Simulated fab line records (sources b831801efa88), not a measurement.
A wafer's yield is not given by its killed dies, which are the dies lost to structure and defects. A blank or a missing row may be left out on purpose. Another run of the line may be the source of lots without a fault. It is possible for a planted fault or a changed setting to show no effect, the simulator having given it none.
fab line records ; flow sky130
[record] lots = 6; wafers = 18; last_day = 50
route steps=708 shown METAL3@561 VIA3@573 PAD_OPEN@708
lots that met no fault: taken from a fault-free run of the same line
start_h: hours from the record's opening day to when the first of the lot's shown wafers began ; wait_h: hours since the lot's step before ; " repeats the value in the row above ; L1.1+2: a row that stands for several wafers ; - either no value or no given start ; * or withheld: withheld ; < > ~ a bound
route shown NAME@n: NAME is a module with steps in the file, n the number in the route of the first one ; usual: mean/standard deviation taken from wafers without a fault ; same: alike in all rows ; chamber/n: place in a boat ; sites: the reading at each site ; _std_site: standard deviation of those values ; _edge_site: inner sites' mean taken away from outer sites' mean ; radius_mm: for every site, how far away it sits from the centre of the wafer ; mask NAME#n: copy n ; behind: the tool/chamber that last shaped the wafer ; hold: why the lot went on hold/how many hours it stayed there/how the hold came to an end ; device: whichever transistor did not switch (one of n, p or np) ; end of line: the route-end tests of the same wafers ; where a step has no rows: the recipe by itself ; killed: dies that structure and defects cost at the first sort, which is not the same as the wafer's yield ; map: per-die view of a wafer (x killed, . not killed, _ where there is no die)
set.NAME: setting as actually run; set.NAME@STEP: the setting as run at that earlier step ; model.NAME: the simulator's own value behind a step, which no gauge read
a table for each step, a row for each wafer; lots at some steps of the route
services: when a tool's chamber went out of use (start_h, in hours from the record's first day, below 0 if earlier), for how many hours, and the reason
[[steps]]
[step SKY_METAL3_PEB_11]
[recipe] peb_temp_c = withheld; peb_time_s = withheld; resist = KrF-thick
[step SKY_METAL3_DEVELOP_12]
[recipe] develop_time_s = 60; resist = KrF-thick; dev_temp_c = 21
[step SKY_METAL3_CD_MEAS_13]
[recipe] target_cd_nm = 300
[usual] cd_nm = 299.6/1.5
lot.wafer;tool;chamber;start_h;wait_h;cd_nm
L505.1;cd_sem-02;-;907.20;-;298.6
L505.2;cd_sem-02;-;907.20;-;298.3
L505.5;cd_sem-02;-;907.20;-;299.8
L514.2;cd_sem-02;-;965.72;-;298.9
L514.4;cd_sem-02;-;965.72;-;299.1
L514.6;cd_sem-02;-;965.72;-;299.9
L515.2;cd_sem-02;-;968.47;-;299.8
L515.3;cd_sem-02;-;968.47;-;301.3
L515.5;cd_sem-02;-;968.47;-;299.2
L518.4;cd_sem-01;-;998.81;-;299.2
L518.5;cd_sem-01;-;998.81;-;297.4
L518.6;cd_sem-01;-;998.81;-;298.2
L525.1;cd_sem-02;-;1035.90;-;300.4
L525.5;cd_sem-02;-;1035.90;-;301.8
L525.6;cd_sem-02;-;1035.90;-;300.2
L527.1;cd_sem-02;-;1050.50;-;300.2
L527.4;cd_sem-02;-;1050.50;-;299.6
L527.6;cd_sem-02;-;1050.50;-;300.0
[step SKY_METAL3_OVL_MEAS_14]
[usual] METAL3_OVL = -3/5.7
lot.wafer;tool;chamber;start_h;wait_h;METAL3_OVL[nm]
L505.1;overlay-02;-;907.32;0.1;-6
L505.2;overlay-02;-;907.32;0.1;-7
L505.5;overlay-02;-;907.32;0.1;-10
L514.2;overlay-02;-;965.82;0.1;-12
L514.4;overlay-02;-;965.82;0.1;-6
L514.6;overlay-02;-;965.82;0.1;-12
L515.2;overlay-02;-;968.57;0.1;7
L515.3;overlay-02;-;968.57;0.1;7
L515.5;overlay-02;-;968.57;0.1;12
L518.4;overlay-01;-;998.89;0.1;-6
L518.5;overlay-01;-;998.89;0.1;0
L518.6;overlay-01;-;998.89;0.1;-8
L525.1;overlay-02;-;1036.02;0.1;-10
L525.5;overlay-02;-;1036.02;0.1;-1
L525.6;overlay-02;-;1036.02;0.1;-11
L527.1;overlay-02;-;1050.62;0.1;7
L527.4;overlay-02;-;1050.62;0.1;7
L527.6;overlay-02;-;1050.62;0.1;2
[step SKY_METAL3_DESCUM_15]
[recipe] chemistry = O2; source_power_w = 150; bias_power_w = 0; pressure_mtorr = 10; temp_c = 40; time_s = 8
[usual] drypump_motor_current_A = 6.0/0.45; oes_product_au = 0.998/0.0071; rf_fwd_power_W = 146.9/0.76
lot.wafer;tool;chamber;start_h;wait_h;drypump_motor_current_A;oes_product_au;rf_fwd_power_W;rf_hours_counter_h
L505.1;rie_metal-01;1;907.35;0.0;6.5;1.007;146.4;6
L505.2;rie_metal-01;0;907.35;0.0;6.1;0.990;145.8;19
L505.5;rie_metal-01;1;907.35;0.0;6.5;0.990;147.0;-
L514.2;rie_metal-03;1;965.85;0.0;5.1;1.007;149.0;9
L514.4;rie_metal-03;1;965.85;0.0;5.1;1.004;147.8;-
L514.6;rie_metal-03;1;965.85;0.0;5.1;1.003;148.1;-
L515.2;rie_metal-02;1;968.60;0.0;6.2;1.003;147.5;4
L515.3;rie_metal-02;0;968.60;0.0;6.1;0.989;146.2;-
L515.5;rie_metal-02;0;968.60;0.0;6.1;1.004;146.4;-
L518.4;rie_metal-02;0;998.91;0.0;6.0;0.998;146.2;-
L518.5;rie_metal-02;1;998.91;0.0;6.3;1.005;147.7;-
L518.6;rie_metal-02;0;998.91;0.0;6.0;0.992;146.2;-
L525.1;rie_metal-02;0;1036.05;0.0;6.0;1.002;146.2;24
L525.5;rie_metal-02;0;1036.05;0.0;6.0;0.996;146.5;-
L525.6;rie_metal-02;1;1036.05;0.0;6.2;0.994;147.1;-
L527.1;rie_metal-03;1;1050.65;0.0;5.1;1.008;147.4;14
L527.4;rie_metal-03;0;1050.65;0.0;5.8;1.015;146.5;-
L527.6;rie_metal-03;0;1050.65;0.0;5.8;1.008;146.9;-
[step SKY_METAL3_ETCH_16]
[recipe] chemistry = N2/H2; target = BARC; ion_energy_ev = 200; bias_w = 100; pressure_mtorr = 30; n2_flow_sccm = 100; h2_flow_sccm = 200; icp_w = 500; stop_on = SiO2; time_s = 88.2; target_depth_a = 600
[step SKY_METAL3_ETCH_17]
[recipe] target = SiO2; stop_on = TiN; chemistry = C4F8/O2/Ar; source_w = 1500; bias_w = 1200; pressure_mtorr = 40; c4f8_flow_sccm = withheld; O2_flow_sccm = 6; Ar_flow_sccm = 300; time_s = 3.9; target_depth_a = 150
[usual] bias_w = 1200/3.7; oes_product_au = 0.755/0.0068; rf_fwd_power_W = 1467/5.7
lot.wafer;tool;chamber;start_h;wait_h;bias_w;oes_product_au;rf_fwd_power_W;rf_hours_counter_h
L505.1;rie_diel-04;0;907.48;0.1;1199;0.763;1456;21
L505.2;rie_diel-04;3;907.48;0.1;1192;0.751;1454;28
L505.5;rie_diel-04;3;907.48;0.1;1200;0.758;1452;-
L514.2;rie_diel-02;2;965.98;0.1;1201;0.761;1464;14
L514.4;rie_diel-02;3;965.98;0.1;1204;0.774;1467;12
L514.6;rie_diel-02;0;965.98;0.1;1201;0.763;1470;-
L515.2;rie_diel-04;3;968.73;0.1;1196;0.762;1467;0
L515.3;rie_diel-04;2;968.73;0.1;1191;0.756;1463;22
L515.5;rie_diel-04;2;968.73;0.1;1194;0.761;1462;-
L518.4;rie_diel-01;1;999.03;0.0;1200;0.764;1470;11
L518.5;rie_diel-01;3;999.03;0.0;1205;0.760;1468;-
L518.6;rie_diel-01;0;999.03;0.0;1202;0.755;1462;-
L525.1;rie_diel-04;1;1036.18;0.1;1204;0.743;1475;13
L525.5;rie_diel-04;2;1036.18;0.1;1204;0.755;1478;-
L525.6;rie_diel-04;3;1036.18;0.1;1200;0.752;1462;-
L527.1;rie_diel-02;1;1050.78;0.1;1196;0.747;1467;5
L527.4;rie_diel-02;2;1050.78;0.1;1203;0.751;1462;17
L527.6;rie_diel-02;1;1050.78;0.1;1196;0.765;1467;-
[step SKY_METAL3_METAL_ETCH_18]
[recipe] target_depth_a = 8450; stop_on = SiO2; over_etch_frac = 0.3; time_s = 183.1; chemistry = Cl2/BCl3; resist_sidewall_deg = 88; pressure_mtorr = 10; icp_w = 900; bias_w = 48.5; Cl2_flow_sccm = 60; bcl3_flow_sccm = 30
[usual] bias_w = 48.49/0.14; drypump_motor_current_A = 5.9/0.52; oes_product_au = 0.866/0.0066; rf_fwd_power_W = 896.4/3; throttle_valve_pct = 22.263/0.0086
lot.wafer;tool;chamber;start_h;wait_h;bias_w;drypump_motor_current_A;oes_product_au;rf_fwd_power_W;rf_hours_counter_h;throttle_valve_pct
L505.1;rie_metal-03;1;907.50;0.0;48.66;5.1;0.864;892.1;6;22.260
L505.2;rie_metal-03;1;907.50;0.0;48.57;5.1;0.862;896.9;-;22.258
L505.5;rie_metal-03;1;907.50;0.0;48.56;5.1;0.868;896.4;-;22.274
L514.2;rie_metal-01;0;966.00;0.0;48.43;6.1;0.860;899.4;1;22.266
L514.4;rie_metal-01;0;966.00;0.0;48.42;6.1;0.857;903.2;-;22.264
L514.6;rie_metal-01;1;966.00;0.0;48.50;6.6;0.861;893.9;-;22.264
L515.2;rie_metal-03;1;968.75;0.0;48.57;5.1;0.869;896.9;10;22.247
L515.3;rie_metal-03;1;968.75;0.0;48.49;5.1;0.857;900.1;-;22.261
L515.5;rie_metal-03;1;968.75;0.0;48.37;5.1;0.859;898.0;-;22.262
L518.4;rie_metal-03;1;999.11;0.1;48.53;5.1;0.881;896.6;-;22.258
L518.5;rie_metal-03;0;999.11;0.1;48.38;5.8;0.860;897.3;-;22.259
L518.6;rie_metal-03;1;999.11;0.1;48.51;5.1;0.869;894.8;-;22.277
L525.1;rie_metal-01;0;1036.20;0.0;48.59;6.1;0.865;894.1;5;22.251
L525.5;rie_metal-01;1;1036.20;0.0;48.64;6.6;0.865;892.2;-;22.260
L525.6;rie_metal-01;0;1036.20;0.0;48.46;6.1;0.867;894.8;-;22.267
L527.1;rie_metal-01;1;1050.80;0.0;48.43;6.6;0.860;893.9;15;22.275
L527.4;rie_metal-01;0;1050.80;0.0;48.66;6.1;0.854;898.4;-;22.280
L527.6;rie_metal-01;1;1050.80;0.0;48.63;6.5;0.860;894.1;-;22.248
[step SKY_METAL3_STRIP_19]
[recipe] chemistry = O2/N2; power_w = 1400; pressure_mtorr = 1500; platen_temp_c = withheld; o2_flow_sccm = 3000; n2_flow_sccm = 300; overash_fraction = 0.5
[usual] drypump_motor_current_A = 5.93/0.26; n2_flow_sccm = 299.9/1; oes_product_au = 0.503/0.0047; strip_time_to_endpoint_s = 6.55/0.066
lot.wafer;tool;chamber;start_h;wait_h;drypump_motor_current_A;n2_flow_sccm;oes_product_au;rf_hours_counter_h;strip_time_to_endpoint_s
L505.1;plasma_asher-02;0;907.86;0.3;5.60;299.5;0.505;17;6.51
L505.2;plasma_asher-02;1;907.86;0.3;6.40;299.4;0.505;17;6.50
L505.5;plasma_asher-02;0;907.86;0.3;5.63;300.3;0.506;-;6.52
L514.2;plasma_asher-01;1;966.18;0.1;5.91;300.2;0.508;52;6.59
L514.4;plasma_asher-01;1;966.18;0.1;5.93;300.1;0.506;-;6.58
L514.6;plasma_asher-01;0;966.18;0.1;6.11;301.3;0.502;-;6.55
L515.2;plasma_asher-01;0;968.93;0.1;6.12;301.5;0.504;52;6.58
L515.3;plasma_asher-01;0;968.93;0.1;6.12;299.9;0.498;-;6.60
L515.5;plasma_asher-01;0;968.93;0.1;6.13;300.5;0.506;-;6.62
L518.4;plasma_asher-04;0;999.26;0.1;5.73;300.2;0.499;-;6.48
L518.5;plasma_asher-04;1;999.26;0.1;5.78;300.1;0.494;-;6.48
L518.6;plasma_asher-04;0;999.26;0.1;5.73;299.2;0.502;-;6.51
L525.1;plasma_asher-02;1;1036.38;0.1;6.42;300.8;0.503;30;6.57
L525.5;plasma_asher-02;0;1036.38;0.1;5.63;299.2;0.505;-;6.52
L525.6;plasma_asher-02;1;1036.38;0.1;6.42;300.3;0.505;-;6.59
L527.1;plasma_asher-04;1;1050.98;0.1;5.78;298.5;0.508;91;6.61
L527.4;plasma_asher-04;1;1050.98;0.1;5.76;298.9;0.499;-;6.57
L527.6;plasma_asher-04;1;1050.98;0.1;5.76;297.7;0.500;-;6.60
[step SKY_METAL3_STRIP_20]
[recipe] chemistry = post_etch_residue_remover; time_s = 1200; temp_c = 72.5
[step SKY_METAL3_CLEAN_21]
[recipe] chemistry = IPA; time_s = 180; temp_c = 25
[step SKY_METAL3_CLEAN_22]
[recipe] chemistry = O3/DIW; dry = n2_spin
[step SKY_VIA3_HDPCVD_00]
[recipe] material = SiO2; target_thk_nm = 1635; sigma_open_frac = 0.3; time_s = 272.5; temp_c = 400; sih4_flow_sccm = 60; pressure_mtorr = 6
[usual] pressure_mtorr = 6.000/0.012
lot.wafer;tool;chamber;start_h;wait_h;pressure_mtorr;model.SiO2_of_VIA3_HDPCVD_00.thk_nm
L505.1;hdpcvd-02;0;908.45;0.0;5.995;1646
L505.2;hdpcvd-02;2;908.45;0.0;5.996;1620
L505.5;hdpcvd-02;2;908.45;0.0;5.991;1628
L514.2;hdpcvd-02;0;966.79;0.0;6.003;3083
L514.4;hdpcvd-02;1;966.79;0.0;6.012;3107
L514.6;hdpcvd-02;0;966.79;0.0;6.003;3102
L515.2;hdpcvd-02;0;969.54;0.0;6.007;3151
L515.3;hdpcvd-02;2;969.54;0.0;5.985;3146
L515.5;hdpcvd-02;2;969.54;0.0;6.008;3152
L518.4;hdpcvd-01;2;999.95;0.1;5.991;1631
L518.5;hdpcvd-01;0;999.95;0.1;6.022;1624
L518.6;hdpcvd-01;1;999.95;0.1;6.004;1609
L525.1;hdpcvd-01;1;1036.98;0.0;6.000;1642
L525.5;hdpcvd-01;0;1036.98;0.0;6.002;1634
L525.6;hdpcvd-01;1;1036.98;0.0;5.992;1654
L527.1;hdpcvd-01;1;1051.70;0.0;5.966;1626
L527.4;hdpcvd-01;2;1051.70;0.0;5.976;1631
L527.6;hdpcvd-01;0;1051.70;0.0;5.988;1650
[step SKY_VIA3_THK_MEAS_01]
[recipe] reads = SiO2_of_VIA3_HDPCVD_00
[usual] VIA3_HDPCVD_THK = 1632/19
lot.wafer;tool;chamber;start_h;wait_h;VIA3_HDPCVD_THK[nm]
L505.1;film_metro-04;-;908.62;0.1;1646
L505.2;film_metro-04;-;908.62;0.1;1620
L505.5;film_metro-04;-;908.62;0.1;1628
L514.2;film_metro-02;-;966.96;0.1;3084
L514.4;film_metro-02;-;966.96;0.1;3110
L514.6;film_metro-02;-;966.96;0.1;3102
L515.2;film_metro-04;-;969.71;0.1;3151
L515.3;film_metro-04;-;969.71;0.1;3146
L515.5;film_metro-04;-;969.71;0.1;3153
L518.4;film_metro-04;-;1000.06;0.0;1631
L518.5;film_metro-04;-;1000.06;0.0;1625
L518.6;film_metro-04;-;1000.06;0.0;1608
L525.1;film_metro-02;-;1037.15;0.1;1642
L525.5;film_metro-02;-;1037.15;0.1;1634
L525.6;film_metro-02;-;1037.15;0.1;1655
L527.1;film_metro-01;-;1051.86;0.1;1626
L527.4;film_metro-01;-;1051.86;0.1;1629
L527.6;film_metro-01;-;1051.86;0.1;1652
[step SKY_VIA3_CMP_02]
[recipe] material = SiO2; down_force_psi = 4; platen_rpm = 60; pad_velocity_m_s = 0.94248
[usual] edge_zone_pressure_frac = 1.000/0.0049; motor_current_A = 11.9/1.1; slurry_filter_dp_kPa = 13.50/0.15
lot.wafer;tool;chamber;start_h;wait_h;edge_zone_pressure_frac;motor_current_A;slurry_filter_dp_kPa
L505.2;cmp-01;1;908.78;0.1;0.995;10.7;13.62
L505.1;cmp-01;2;908.78;0.1;0.992;12.0;13.71
L505.5;cmp-01;0;908.78;0.1;0.992;12.7;13.62
L514.2;cmp-01;0;967.07;0.1;0.992;12.8;13.62
L514.4;cmp-01;1;967.07;0.1;0.996;11.3;13.55
L514.6;cmp-01;1;967.07;0.1;0.995;10.7;13.49
L515.3;cmp-02;3;969.81;0.1;1.000;10.7;13.62
L515.2;cmp-02;1;969.81;0.1;1.002;14.7;13.39
L515.5;cmp-02;3;969.81;0.1;0.996;11.5;13.55
L518.4;cmp-01;2;1000.24;0.2;1.002;12.5;13.51
L518.6;cmp-01;3;1000.24;0.2;0.997;12.2;13.46
L518.5;cmp-01;0;1000.24;0.2;1.004;12.4;13.71
L525.1;cmp-01;2;1037.26;0.1;0.999;12.5;13.70
L525.6;cmp-01;1;1037.26;0.1;1.005;11.3;13.45
L525.5;cmp-01;2;1037.26;0.1;1.005;11.5;13.42
L527.1;cmp-02;3;1052.17;0.3;1.005;11.3;13.91
L527.4;cmp-02;1;1052.17;0.3;1.000;13.6;13.50
L527.6;cmp-02;0;1052.17;0.3;1.002;10.6;13.49
[step SKY_PAD_OPEN_PROBE_99]
[usual] defect_limited_yield = 82.2/2.1; killed_at_M0_to_M3 = 43/8; killed_at_M4_up = 2.9/1.6; killed_at_contacts = 26/5.2; killed_at_front_end = 15/4.3; killed_at_other = 0.3/0.56; killed_dies = 87/10; killed_open = 48/6.9; killed_short = 40/6.5; sort_bin_3_pad_short = 0.9/0.36; sort_bin_5_function = 10.5/1.5; sort_bin_6_memory = 6.4/1.3; sort_n_pass = 405/10; sort_yield_pct = 82.2/2.1
[same] gross_dies = 492; killed_at_back_side = 0; sort_bin_4_leakage[%] = 0; sort_bin_8_speed[%] = 0
lot.wafer;tool;chamber;start_h;wait_h;defect_limited_yield[%];killed_at_M0_to_M3;killed_at_M4_up;killed_at_contacts;killed_at_front_end;killed_at_other;killed_dies;killed_open;killed_short;sort_bin_3_pad_short[%];sort_bin_5_function[%];sort_bin_6_memory[%];sort_n_pass;sort_yield_pct[%]
L505.1;prober-02;-;1080.05;0.1;79.7;50;4;27;18;1;100;55;45;0.6;12.4;7.3;392;79.7
L505.2;prober-02;-;1080.10;0.1;82.7;41;3;23;18;0;85;50;35;0.6;10.4;6.3;407;82.7
L505.5;prober-02;-;1080.25;0.2;83.9;40;2;28;9;0;79;50;29;0.8;10.2;5.1;413;83.9
L514.2;prober-02;-;1128.66;0.1;80.9;52;1;24;16;1;94;53;41;1.2;11.2;6.7;398;80.9
L514.4;prober-02;-;1128.76;0.2;81.1;49;5;24;15;0;93;51;42;1.2;11.2;6.5;399;81.1
L514.6;prober-02;-;1128.86;0.2;82.7;51;2;14;17;1;85;51;34;0.4;8.5;8.3;407;82.7
L515.2;prober-01;-;1129.76;0.1;84.6;33;5;25;13;0;76;45;31;0.4;9.1;5.9;416;84.6
L515.3;prober-01;-;1129.81;0.2;80.1;49;2;26;21;0;98;55;43;0.8;13.0;6.1;394;80.1
L515.5;prober-01;-;1129.91;0.2;85.0;44;1;23;6;0;74;39;35;1.2;9.1;4.7;418;85.0
L518.4;prober-02;-;1154.74;0.2;79.3;54;1;25;22;0;102;54;48;1.4;13.0;6.3;390;79.3
L518.5;prober-02;-;1154.79;0.2;86.6;31;3;20;11;1;66;35;31;0.6;8.5;4.3;426;86.6
L518.6;prober-02;-;1154.84;0.2;84.3;42;2;20;12;1;77;41;36;1.0;7.7;6.9;415;84.3
L525.1;prober-01;-;1182.68;0.1;81.5;44;3;20;24;0;91;49;42;1.0;12.0;5.5;401;81.5
L525.5;prober-01;-;1182.88;0.2;80.9;54;7;23;10;0;94;50;44;1.6;10.0;7.5;398;80.9
L525.6;prober-01;-;1182.93;0.2;85.0;37;2;18;17;0;74;37;37;1.2;7.1;6.7;418;85.0
L527.1;prober-01;-;1195.00;0.1;85.6;41;3;17;10;0;71;46;25;1.2;7.9;5.3;421;85.6
L527.4;prober-01;-;1195.15;0.2;78.5;48;5;30;23;0;106;58;48;0.8;14.6;6.1;386;78.5
L527.6;prober-01;-;1195.25;0.2;80.7;38;1;35;21;0;95;51;44;0.6;9.8;8.9;397;80.7
// killed by level:class
L505.1 LI_CONTACT:geometric_particle:open=10 VIA2:geometric_particle:open=9 FIELD_ISO:geometric_particle:open=8 CONTACT:geometric_particle:open=7 VIA1:geometric_particle:open=7 METAL3:geometric_particle:short=7 CONTACT:geometric_particle:short=6 METAL1:geometric_particle:short=6
L505.2 VIA1:geometric_particle:open=16 CONTACT:geometric_particle:open=11 VIA3:geometric_particle:open=9 FIELD_ISO:geometric_particle:short=6 FIELD_ISO:geometric_particle:open=5 CONTACT:geometric_particle:short=5 LOCAL_INTERCONNECT:geometric_particle:short=5 POLY_GATE:geometric_particle:short=3
L505.5 VIA1:geometric_particle:open=13 LI_CONTACT:geometric_particle:open=10 CONTACT:geometric_particle:open=6 LOCAL_INTERCONNECT:geometric_particle:short=4 CONTACT:geometric_particle:short=4 METAL1:geometric_particle:short=4 METAL2:geometric_particle:short=4 VIA2:geometric_particle:open=4
L514.2 VIA1:geometric_particle:open=13 LI_CONTACT:geometric_particle:open=9 VIA2:geometric_particle:open=9 CONTACT:geometric_particle:open=7 VIA1:geometric_particle:short=7 VIA3:geometric_particle:open=7 METAL1:geometric_particle:short=6 METAL2:geometric_particle:short=5
L514.4 VIA1:geometric_particle:open=14 METAL2:geometric_particle:short=9 VIA3:geometric_particle:open=8 LI_CONTACT:geometric_particle:open=7 CONTACT:geometric_particle:open=7 CONTACT:geometric_particle:short=6 VIA1:geometric_particle:short=6 FIELD_ISO:geometric_particle:open=5
L514.6 VIA1:geometric_particle:open=17 CONTACT:geometric_particle:open=9 METAL2:geometric_particle:short=9 VIA2:geometric_particle:open=7 FIELD_ISO:geometric_particle:short=5 FIELD_ISO:geometric_particle:open=4 VIA3:geometric_particle:open=4 METAL1:geometric_particle:short=4
L515.2 CONTACT:geometric_particle:open=17 VIA1:geometric_particle:open=11 VIA1:geometric_particle:short=6 VIA3:geometric_particle:open=5 CONTACT:geometric_particle:short=4 METAL2:geometric_particle:short=4 FIELD_ISO:geometric_particle:short=3 POLY_GATE:geometric_particle:open=3
L515.3 VIA1:geometric_particle:open=16 CONTACT:geometric_particle:open=11 FIELD_ISO:geometric_particle:open=8 VIA3:geometric_particle:open=8 METAL1:geometric_particle:short=7 METAL2:geometric_particle:short=6 LI_CONTACT:geometric_particle:short=5 CONTACT:geometric_particle:short=5
L515.5 VIA1:geometric_particle:open=9 VIA3:geometric_particle:open=7 LI_CONTACT:geometric_particle:open=7 CONTACT:geometric_particle:open=7 METAL2:geometric_particle:short=7 VIA1:geometric_particle:short=6 CONTACT:geometric_particle:short=5 METAL1:geometric_particle:short=4
L518.4 VIA1:geometric_particle:open=20 LOCAL_INTERCONNECT:geometric_particle:short=12 VIA1:geometric_particle:short=9 FIELD_ISO:geometric_particle:open=8 CONTACT:geometric_particle:open=7 VIA2:geometric_particle:open=6 FIELD_ISO:geometric_particle:short=5 METAL1:geometric_particle:short=5
L518.5 CONTACT:geometric_particle:open=8 VIA3:geometric_particle:open=6 CONTACT:geometric_particle:short=5 VIA1:geometric_particle:open=5 VIA2:geometric_particle:open=4 METAL1:geometric_particle:short=4 FIELD_ISO:geometric_particle:short=3 LI_CONTACT:geometric_particle:open=3
L518.6 VIA1:geometric_particle:open=10 LI_CONTACT:geometric_particle:open=7 VIA2:geometric_particle:open=7 POLY_GATE:geometric_particle:short=5 CONTACT:geometric_particle:open=5 VIA1:geometric_particle:short=5 VIA3:geometric_particle:open=5 METAL3:geometric_particle:short=5
L525.1 POLY_GATE:geometric_particle:short=10 VIA1:geometric_particle:open=9 VIA1:geometric_particle:short=8 CONTACT:geometric_particle:open=7 VIA2:geometric_particle:open=7 FIELD_ISO:geometric_particle:open=6 LI_CONTACT:geometric_particle:open=5 VIA3:geometric_particle:open=5
L525.5 VIA1:geometric_particle:open=15 CONTACT:geometric_particle:open=13 VIA2:geometric_particle:open=9 METAL2:geometric_particle:short=7 CONTACT:geometric_particle:short=6 VIA3:geometric_particle:open=6 METAL4:geometric_particle:short=5 VIA1:geometric_particle:short=5
L525.6 VIA1:geometric_particle:open=12 CONTACT:geometric_particle:open=7 METAL1:geometric_particle:short=7 FIELD_ISO:geometric_particle:short=6 FIELD_ISO:geometric_particle:open=5 POLY_GATE:geometric_particle:short=4 LOCAL_INTERCONNECT:geometric_particle:short=4 VIA2:geometric_particle:open=4
L527.1 CONTACT:geometric_particle:open=10 VIA1:geometric_particle:open=7 VIA3:geometric_particle:open=6 VIA1:geometric_particle:short=5 LI_CONTACT:geometric_particle:open=5 METAL1:geometric_particle:short=5 VIA2:geometric_particle:open=5 FIELD_ISO:geometric_particle:open=4
L527.4 CONTACT:geometric_particle:open=10 VIA1:geometric_particle:open=10 VIA3:geometric_particle:open=10 VIA2:geometric_particle:open=7 LI_CONTACT:geometric_particle:open=6 POLY_GATE:geometric_particle:short=5 POLY_GATE:geometric_particle:open=5 LOCAL_INTERCONNECT:geometric_particle:short=5
L527.6 LI_CONTACT:geometric_particle:open=10 CONTACT:geometric_particle:open=9 CONTACT:geometric_particle:short=7 VIA3:geometric_particle:open=7 POLY_GATE:geometric_particle:short=6 LOCAL_INTERCONNECT:geometric_particle:short=6 VIA2:geometric_particle:open=6 POLY_GATE:geometric_particle:open=5
[[services]]
tool;chamber;start_h;hours;kind
rie_metal-01;1;897.80;8.6;repair
rie_metal-01;0;898.06;2.3;repair
plasma_asher-01;-;911.88;0.8;repair
cmp-01;-;913.03;0.5;repair
rie_diel-04;2;914.48;2.0;repair
plasma_asher-01;-;914.94;16.5;repair
cmp-02;-;917.28;1.7;repair
plasma_asher-01;-;917.33;0.3;repair
cmp-02;-;920.17;4.0;pm
cmp-01;-;927.67;1.3;repair
rie_diel-04;2;933.97;7.7;repair
hdpcvd-02;1;945.15;3.5;repair
hdpcvd-02;-;950.25;15.0;pm
rie_metal-01;-;954.52;0.3;repair
rie_diel-04;0;971.30;17.9;repair
rie_metal-02;1;973.83;2.1;repair
cmp-02;-;975.00;0.6;repair
rie_diel-02;-;980.00;14.6;pm
rie_diel-04;3;983.01;36.8;repair
cmp-01;-;1001.60;0.6;repair
cmp-01;-;1003.63;0.8;repair
hdpcvd-02;-;1024.60;1.8;repair
cmp-01;-;1030.64;0.8;repair
rie_metal-03;1;1034.65;12.2;repair
[[key]]
[first_sign] step = SKY_VIA3_THK_MEAS_01; reading = VIA3_HDPCVD_THK; direction = up; sigmas = 81; usual = 1632; struck = 3124
effect none on later readings
[model_effect] step = SKY_VIA3_HDPCVD_00; value = SiO2_of_VIA3_HDPCVD_00.thk_nm; without = 1634; struck = 3124
met_at SKY_VIA3_HDPCVD_00
struck_wafers L514.2,L514.4,L514.6,L515.2,L515.3,L515.5
onset_between 908.45 966.79
also_fits SKY_METAL3_STRIP_19:plasma_asher-01
[fault] kind = process_parameter_drift; tool = hdpcvd-02; chamber = -; onset_h = 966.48; steps = SKY_VIA3_HDPCVD_00; channel = target_thk_nm; offset = 1489.4; shape = step; end_h = 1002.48; acts_in = these_recipes_only; stated = 1635
